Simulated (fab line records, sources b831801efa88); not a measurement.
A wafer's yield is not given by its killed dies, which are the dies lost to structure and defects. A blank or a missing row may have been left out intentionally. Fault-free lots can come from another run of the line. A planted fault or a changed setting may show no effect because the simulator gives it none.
Chamber matching / flow sky130 / SKY_VIA3_CMP_24 on cmp-01 has 4 sister chambers
The step polishes, stops on SiO2, t overpolish 20 s, target thk 0 nm. 4 wafers are shown with their chamber, then 7 later ones without.

## WAFERS WITH THEIR CHAMBER
wafer=L160.1; chamber=1; motor-current-A (A)=13.7
wafer=L160.2; chamber=0; motor-current-A (A)=12.5
wafer=L161.1; chamber=3; motor-current-A (A)=10.7
wafer=L161.4; chamber=2; motor-current-A (A)=10.5

## WAFERS WITH NO CHAMBER GIVEN
wafer=L161.5; motor-current-A (A)=13.0
wafer=L166.1; motor-current-A (A)=10.3
wafer=L166.3; motor-current-A (A)=10.1
wafer=L166.6; motor-current-A (A)=10.4
wafer=L170.1; motor-current-A (A)=10.2
wafer=L170.3; motor-current-A (A)=13.2
wafer=L170.4; motor-current-A (A)=13.3

## WHICH CHAMBER EACH ONE RAN IN
wafer=L161.5; from the rows above=can't be placed: 0 or 1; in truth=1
wafer=L166.1; from the rows above=can't be placed: 2 or 3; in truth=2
wafer=L166.3; from the rows above=can't be placed: 2 or 3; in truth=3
wafer=L166.6; from the rows above=can't be placed: 2 or 3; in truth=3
wafer=L170.1; from the rows above=can't be placed: 2 or 3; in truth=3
wafer=L170.3; from the rows above=can't be placed: 1 or 0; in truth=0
wafer=L170.4; from the rows above=can't be placed: 1 or 0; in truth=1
Correct placement for 0 of the 7. These rows do not allow placing 7 (true chamber among the candidates in 7). 0 placed wrongly.
How it was worked out, from the rows above alone: a wafer's distance from a chamber is the root of the sum, over the readings, of the square of ((its reading less the chamber's mean) divided by the reading's scatter). The wafer belongs to the nearest chamber; if the next one is less than 2 further off, it can't be placed. The mean given for a chamber averages the wafers shown for that chamber. The scatter (one wafer shown for each chamber): square how far every hidden wafer sits from the nearest shown wafer, average those squares and take the square root.
